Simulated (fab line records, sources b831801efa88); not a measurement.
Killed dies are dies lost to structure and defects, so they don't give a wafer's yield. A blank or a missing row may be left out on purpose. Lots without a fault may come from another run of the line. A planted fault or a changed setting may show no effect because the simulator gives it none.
Problem report in the 8D (eight disciplines) form, filled by code | flow gf180mcu | the parts of the form that need people (team, actions taken, sign-off) are left out

1. THE PROBLEM
V4_CVD_02_THK at GF_V4_THK_MEAS_03 reads a mean of 745 nm on 6 wafers of 2 lots; wafers without a fault read 853 nm with a standard deviation of 11. That is -9.8 standard deviations from the usual mean.
First seen on wafer L539.1, day 30 01:39, on film_metro-04. The record holds 33 wafers of 11 lots with a number at this step. Rule for "out", or "out of limits": more than 4 standard deviations from the usual mean. The other wafers with a number count as sound.

2. WHAT IT IS AND WHAT IT IS NOT
question                    | is                     | is not
which readings at this step | V4_CVD_02_THK          | -
which lots                  | L539, L540             | L519, L520, L522, L524, L526, L527, L528, L534, L537
which wafers of those lots  | all that have a number | -
read on which gauges        | film_metro-04          | film_metro-01, film_metro-03
when                        | from day 30 01:39      | up to then (27 sound wafers)

3. SUSPECTS, AND WHAT RULES EACH OUT
Counting: a tool at a process step up to the reading stays a suspect if it ran every lot that is out and no sound lot after the first of them.
- the gauge at GF_V4_THK_MEAS_03: ruled out. All the wafers that are out were read on film_metro-04, but those of them that GF_V4_CMP_04 has rows for are out there too, on other tools.
- pecvd-04 at GF_V4_CVD_02 (deposits SiO2 from TEOS, target thk 850 nm, time 94.851 s): kept. It ran every lot that is out, first L539 (day 30 01:35), and no sound lot after that; its last sound lot up to then is L537 (day 29 12:26).
Left after counting: pecvd-04 at GF_V4_CVD_02.

4. THE CAUSE (what the simulator had put in)
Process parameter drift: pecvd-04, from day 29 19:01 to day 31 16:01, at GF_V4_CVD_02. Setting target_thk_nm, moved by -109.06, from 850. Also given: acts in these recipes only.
Counting left only this tool.

5. THE CHAIN OF EFFECTS, in route order
Each row: a reading whose mean over the struck wafers that have a number lies more than 3 standard deviations from the usual. Only readings for which the record gives a usual standard deviation are gone through. hours: the time from each lot's start at the first step in this table that gives one to its start at this step, as a median over the lots. sigmas: the change in usual standard deviations.
hours | step              | reading            | usual  | on struck wafers | change | sigmas
0     | GF_V4_THK_MEAS_03 | V4_CVD_02_THK      | 853 nm | 745              | -108   | -9.8
3     | GF_V4_CMP_04      | time_to_endpoint_s | 84 s   | 43               | -41    | -7.1
The process steps in it:
- GF_V4_CMP_04: polishes SiO2.

6. WHAT WOULD HAVE CAUGHT IT SOONER
In this record the first reading out of limits at a measuring or inspecting step was taken at day 30 01:39, 7 hours after the fault began at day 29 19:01.
Of the tool readings at GF_V4_CVD_02 for which the record gives a usual standard deviation, none was out on any struck wafer, so an alarm limit of 4 standard deviations on them would not have fired.
Of the lots that are out (2), L540 began GF_V4_CVD_02 on pecvd-04 after day 30 01:39. A hold on the tool at that time would have spared it.
